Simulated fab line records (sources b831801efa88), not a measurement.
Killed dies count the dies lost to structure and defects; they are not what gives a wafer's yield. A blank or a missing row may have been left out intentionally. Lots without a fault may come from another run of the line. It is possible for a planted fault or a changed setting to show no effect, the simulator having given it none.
A struck lot beside a sound one	flow sky130	16 steps out of a route of 708
Sound: the wafers L822.2, L822.4, L822.5. Wafers L831.2, L831.3, L831.4 were the ones struck. The cause comes at the end.
For every step that has rows: the tool of each side, followed by ch and its chambers, followed by its first start. Under that, the readings that differ: sound wafers	struck wafers	difference of the means	sigmas: that difference in standard deviations of wafers without a fault.
alike: readings whose means differ by less than 2 such deviations, and words and numbers that are the same on both sides. not compared: withheld readings, readings that some wafer has no value for, bounds like >300 that may hide the same value, and numbers for which the record gives no deviation and whose values overlap.
A row with sigmas, a row that says differs or no value, or rows on one side alone: a step with any of these is where the two part. Numbers that don't overlap but have no deviation are shown without sigmas and don't part them. A reading that every wafer of one side lacks parts them only if that side has two wafers or more.

first, 3 steps without rows for these wafers: SKY_FIELD_ISO_EXPOSE_10 (exposes mask FOM, target cd 150 nm); SKY_FIELD_ISO_PEB_11; SKY_FIELD_ISO_DEVELOP_12 (develop time 60 s).
SKY_FIELD_ISO_CD_MEAS_13 targets a cd of 150 nm.
  sound on cd-sem-02 at day 3 07:10; struck on cd-sem-02 at day 5 06:04
  alike: cd-nm
SKY_FIELD_ISO_ETCH_14: etches BARC in N2/H2, stops on SiO2, time 45.9 s, target depth 60 nm.
  sound on rie-diel-02 ch 0,1, day 3 07:16; struck on rie-diel-03 ch 0,2,3, day 5 06:10
  alike: drypump-motor-current-A, oes-product-au, throttle-valve-pct
  not compared: rf-hours-counter-h
SKY_FIELD_ISO_ETCH_15: etches the open film in CHF3/O2, stops on Si, target depth 180 nm, time 72 s.
  sound on rie-diel-02 ch 0,1, day 3 07:19; struck on rie-diel-03 ch 0,2,3, day 5 06:13
  alike: drypump-motor-current-A, oes-product-au, throttle-valve-pct
  not compared: rf-hours-counter-h
SKY_FIELD_ISO_STRIP_16: strips in O2/N2.
  sound on plasma-asher-01 ch 0,1, day 3 07:22; struck on plasma-asher-02 ch 0,1, day 5 06:16
  alike: drypump-motor-current-A, o2-flow-sccm, oes-product-au, strip-time-to-endpoint-s
  not compared: rf-hours-counter-h
SKY_FIELD_ISO_ETCH_17: etches Si in HBr/Cl2/O2, target depth 342 nm, time 97.7 s.
  sound on rie-si-01 ch 0,3, day 3 07:28; struck on rie-si-01 ch 1,2,3, day 5 06:22
reading	sound	struck	difference	sigmas
oes-product-au (a.u.)	1.010 1.015 1.009	0.994 0.997 0.988	-0.018	-2
  alike: drypump-motor-current-A, throttle-valve-pct
  not compared: rf-hours-counter-h
then, 4 steps without rows for these wafers: SKY_FIELD_ISO_WET_ETCH_18 (etches Si3N4 in H3PO4, target depth 25 nm, time 286 s); SKY_FIELD_ISO_CLEAN_19 (cleans in SC1/SC2, time 150 s); SKY_FIELD_ISO_CLEAN_20 (cleans in dHF, time 20 s); SKY_FIELD_ISO_WET_ETCH_21 (etches SiO2 in dHF, target depth 20 nm, time 400 s).
SKY_FIELD_ISO_OXIDATION_22: stabilise 600 s, purge 300 s, target thk 10 nm.
  sound on furnace-01 ch 0, day 3 08:14; struck on furnace-01 ch 0, day 5 07:00
reading	sound	struck	difference	sigmas
model.SiO2_of_FIELD_ISO_OXIDATION_22.thk-nm (nm)	10.02 9.811 9.965	4.188 4.242 4.086	-5.760	
  alike: ox-temp-c, spike-tc-upper-C
SKY_FIELD_ISO_THK_MEAS_23:
  sound on film-metro-04 at day 3 09:25; struck on film-metro-04 at day 5 08:11
reading	sound	struck	difference	sigmas
FIELD_ISO_OXIDATION_01_THK (nm)	10.00 9.82 9.98	4.18 4.24 4.01	-5.79	-32
then, 1 step without rows for these wafers: SKY_FIELD_ISO_CVD_24 (deposits SiO2, target thk 595 nm, time 99.2 s).
-- the record jumps here: 44 days lie between the struck wafers' starts before and after (it left off in module FIELD_ISO and takes up again in module PAD_OPEN, whose first step shown is number 708 of the route) --
SKY_PAD_OPEN_PROBE_99:
  sound on prober-02 at day 46 21:44; struck on prober-01 at day 49 10:24
reading	sound	struck	difference	sigmas
model.etest.diode-ndiff-fingers.leak-log10-a-cm2	-6.701 -6.624 -6.649	-6.036 -6.402 -6.196	+0.447	
  alike: killed_at_M0_to_M3, killed_at_M4_up, killed-at-contacts, killed-at-front-end, killed-at-other, killed-dies, killed-open, killed-short
  not compared: model.etest.diode-pdiff-fingers.leak-log10-a-cm2, model.etest.sram-nfet-pass.off-log10-a-um, model.etest.nfet_01v8.off-log10-a-um

WHERE THEY PART
Last at SKY_FIELD_ISO_THK_MEAS_23 as far as this record goes, first at SKY_FIELD_ISO_ETCH_17. Later steps at which nothing parts them and some readings are alike: SKY_PAD_OPEN_PROBE_99.

WHY: what the simulator had put in
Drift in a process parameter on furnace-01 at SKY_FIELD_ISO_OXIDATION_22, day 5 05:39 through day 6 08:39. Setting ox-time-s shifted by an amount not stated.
